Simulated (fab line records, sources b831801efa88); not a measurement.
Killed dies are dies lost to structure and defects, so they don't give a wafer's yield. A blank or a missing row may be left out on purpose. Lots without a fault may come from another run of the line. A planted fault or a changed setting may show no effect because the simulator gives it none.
Which tool did it? | flow sky130 | 14 lots, 42 wafers sampled, at 2 steps of a route of 708

WHAT THE GAUGES READ, wafer by wafer
The record holds no reading of a measuring or inspecting step that can be judged against a usual standard deviation.

WHICH TOOL RAN EACH LOT (tool, then ch and the chambers of the sampled wafers, then the start)
lot  | SKY_VIA1_ETCH_14                   | SKY_PAD_OPEN_PROBE_99
L950 | rie_diel-01 ch 1,2, day 34 17:50   | prober-02, day 46 13:43
L951 | rie_diel-02 ch 0,1,2, day 34 22:19 | prober-01, day 46 15:35
L952 | rie_diel-04 ch 0,1,3, day 35 09:14 | prober-02, day 46 22:01
L953 | rie_diel-02 ch 0,2, day 35 13:08   | prober-01, day 47 00:29
L955 | rie_diel-02 ch 1,3, day 36 08:07   | prober-01, day 47 17:49
L957 | rie_diel-04 ch 0,1,3, day 36 22:11 | prober-01, day 48 03:30
L958 | rie_diel-01 ch 0,2, day 37 06:05   | prober-02, day 48 11:16
L959 | rie_diel-02 ch 2,3, day 37 19:26   | prober-01, day 48 17:48
L965 | rie_diel-02 ch 0,2,3, day 39 10:26 | prober-01, day 49 22:24
L967 | rie_diel-02 ch 1,2,3, day 39 22:11 | prober-01, day 50 07:31
L968 | rie_diel-04 ch 0,3, day 40 03:56   | prober-02, day 50 09:04
L969 | rie_diel-01 ch 1,2, day 40 09:17   | prober-01, day 50 12:20
L970 | rie_diel-04 ch 1,2,3, day 40 22:27 | prober-02, day 50 22:19
L971 | rie_diel-01 ch 1,3, day 40 22:47   | prober-01, day 50 23:40
- SKY_VIA1_ETCH_14: etches BARC in N2/H2, stops on SiO2, time 45.9 s, target depth 60 nm.
- SKY_PAD_OPEN_PROBE_99

WHAT THE TOOLS THEMSELVES READ (means of the sampled wafers that have a number; where no wafer has one, the mark that the record gives instead)
SKY_VIA1_ETCH_14. Usual: bias_w 100.03 W, standard deviation 0.28; chamber_pressure_mTorr 30.002 mTorr, standard deviation 0.025; drypump_motor_current_A 5.8 A, standard deviation 0.35; oes_product_au 0.855 a.u., standard deviation 0.0048; throttle_valve_pct 13.224 %, standard deviation 0.0091.
lot  | tool        | bias_w (W) | chamber_pressure_mTorr (mTorr) | drypump_motor_current_A (A) | oes_product_au (a.u.) | throttle_valve_pct (%) | flag
L950 | rie_diel-01 | 100.03     | 29.995                         | 5.7                         | 0.861                 | 13.234                 |
L951 | rie_diel-02 | 100.04     | 29.990                         | 5.6                         | 0.856                 | 13.224                 |
L952 | rie_diel-04 | 100.31     | 29.986                         | 5.7                         | 0.857                 | 13.233                 |
L953 | rie_diel-02 | 99.72      | 29.998                         | 5.9                         | 0.852                 | 13.229                 |
L955 | rie_diel-02 | 100.15     | 29.988                         | 5.8                         | 0.857                 | 13.222                 |
L957 | rie_diel-04 | 99.95      | 30.005                         | 5.6                         | 0.853                 | 13.217                 |
L958 | rie_diel-01 | 99.99      | 30.013                         | 6.0                         | 0.855                 | 13.229                 |
L959 | rie_diel-02 | 100.15     | 30.016                         | 6.0                         | 0.854                 | 13.217                 |
L965 | rie_diel-02 | 102.56     | 30.014                         | 5.9                         | 0.854                 | 13.225                 | OFF
L967 | rie_diel-02 | 102.51     | 30.005                         | 5.7                         | 0.848                 | 13.227                 | OFF
L968 | rie_diel-04 | 100.07     | 29.999                         | 5.6                         | 0.852                 | 13.224                 |
L969 | rie_diel-01 | 100.13     | 29.983                         | 5.7                         | 0.853                 | 13.219                 |
L970 | rie_diel-04 | 100.01     | 29.997                         | 5.8                         | 0.851                 | 13.219                 |
L971 | rie_diel-01 | 100.58     | 30.005                         | 5.6                         | 0.852                 | 13.223                 |

SKY_PAD_OPEN_PROBE_99. Usual: defect_limited_yield 82.6 %, standard deviation 1.8; killed_at_M0_to_M3 43, standard deviation 6.6; killed_at_M4_up 3.4, standard deviation 1.8; killed_at_contacts 24, standard deviation 4.9; killed_at_front_end 15, standard deviation 4.1; killed_at_other 0.3, standard deviation 0.55; killed_dies 85, standard deviation 8.8; killed_open 46, standard deviation 6.1; killed_short 39, standard deviation 5.7; sort_bin_3_pad_short 0.9 %, standard deviation 0.41; sort_bin_5_function 10.1 %, standard deviation 1.5; sort_bin_6_memory 6.4 %, standard deviation 1; sort_n_pass 407, standard deviation 8.8; sort_yield_pct 82.6 %, standard deviation 1.8.
lot  | tool      | defect_limited_yield (%) | killed_at_M0_to_M3 | killed_at_M4_up | killed_at_contacts | killed_at_front_end | killed_at_other | killed_dies | killed_open | killed_short | sort_bin_3_pad_short (%) | sort_bin_5_function (%) | sort_bin_6_memory (%) | sort_n_pass | sort_yield_pct (%) | flag
L950 | prober-02 | 81.3                     | 43                 | 5.0             | 26                 | 17                  | 0.3             | 92          | 47          | 45           | 1.0                      | 10.6                    | 7.1                   | 400         | 81.3               |
L951 | prober-01 | 84.6                     | 38                 | 3.7             | 22                 | 12                  | 0.3             | 76          | 40          | 36           | 0.6                      | 9.6                     | 5.2                   | 416         | 84.6               |
L952 | prober-02 | 83.0                     | 38                 | 3.7             | 28                 | 13                  | 0.7             | 83          | 47          | 37           | 0.7                      | 9.4                     | 6.8                   | 409         | 83.0               |
L953 | prober-01 | 83.2                     | 42                 | 1.3             | 23                 | 15                  | 0.7             | 82          | 48          | 34           | 1.1                      | 9.7                     | 5.9                   | 410         | 83.2               |
L955 | prober-01 | 81.9                     | 41                 | 3.3             | 29                 | 14                  | 1.3             | 89          | 46          | 41           | 0.9                      | 10.6                    | 6.6                   | 403         | 81.9               |
L957 | prober-01 | 81.6                     | 43                 | 4.0             | 27                 | 17                  | 0.0             | 90          | 48          | 43           | 0.7                      | 10.7                    | 7.0                   | 402         | 81.6               |
L958 | prober-02 | 84.0                     | 41                 | 1.7             | 23                 | 13                  | 0.0             | 79          | 46          | 33           | 0.7                      | 8.8                     | 6.5                   | 413         | 84.0               |
L959 | prober-01 | 81.6                     | 39                 | 5.0             | 36                 | 10                  | 0.0             | 90          | 47          | 43           | 1.1                      | 11.1                    | 6.2                   | 402         | 81.6               |
L965 | prober-01 | 83.2                     | 36                 | 3.7             | 25                 | 18                  | 0.0             | 82          | 47          | 35           | 1.0                      | 9.6                     | 6.2                   | 410         | 83.2               |
L967 | prober-01 | 83.7                     | 46                 | 3.0             | 19                 | 12                  | 0.3             | 80          | 39          | 41           | 0.9                      | 9.9                     | 5.6                   | 412         | 83.7               |
L968 | prober-02 | 84.1                     | 39                 | 1.7             | 22                 | 15                  | 0.3             | 78          | 47          | 31           | 0.6                      | 9.5                     | 5.8                   | 414         | 84.1               |
L969 | prober-01 | 84.6                     | 39                 | 3.3             | 20                 | 13                  | 0.0             | 76          | 44          | 32           | 0.5                      | 10.1                    | 4.8                   | 416         | 84.6               |
L970 | prober-02 | 81.1                     | 48                 | 3.7             | 24                 | 16                  | 0.3             | 93          | 48          | 44           | 1.1                      | 11.3                    | 6.5                   | 399         | 81.1               |
L971 | prober-01 | 82.8                     | 42                 | 3.0             | 26                 | 13                  | 0.3             | 85          | 48          | 36           | 1.1                      | 10.3                    | 5.8                   | 407         | 82.8               |

THE ANSWER, worked out from the rows above alone
Rule: a lot is off if the mean of its wafers that have a number lies more than 3 standard deviations from the usual mean. A lot without any number at a reading at which 4 lots or more have one is off too. The other lots that the step has rows for count as sound. The gauges are gone through in route order, then the tools' own readings, and for those a lot's mean is taken as printed above. The first step at which some lot is off is used, and at that step the reading that is off furthest; a lot without a number counts as furthest.
Off: L965, L967, at SKY_VIA1_ETCH_14 (bias_w).
A tool fits if, at that step or a process step before it, it ran every lot that is off, and no sound lot after the first of them. One fits: rie_diel-02 at SKY_VIA1_ETCH_14. Its last sound lot is L959 (day 37 19:26), its first lot that is off L965 (day 39 10:26): a fault that began between those two fits.
The tool's own readings at SKY_VIA1_ETCH_14 bear it out: on the lots that are off they differ by more than 5 times the standard deviation of the sound lots' means. bias_w reads 102.53 W there against 100.09 W on the sound lots.

WHAT THE SIMULATOR HAD PUT IN
Process parameter drift: rie_diel-02, from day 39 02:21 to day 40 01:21, at SKY_VIA1_ETCH_14. Setting bias_w, moved by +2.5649, from 100. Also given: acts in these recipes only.
Lots struck among those shown: L965, L967. The rule above found the same.
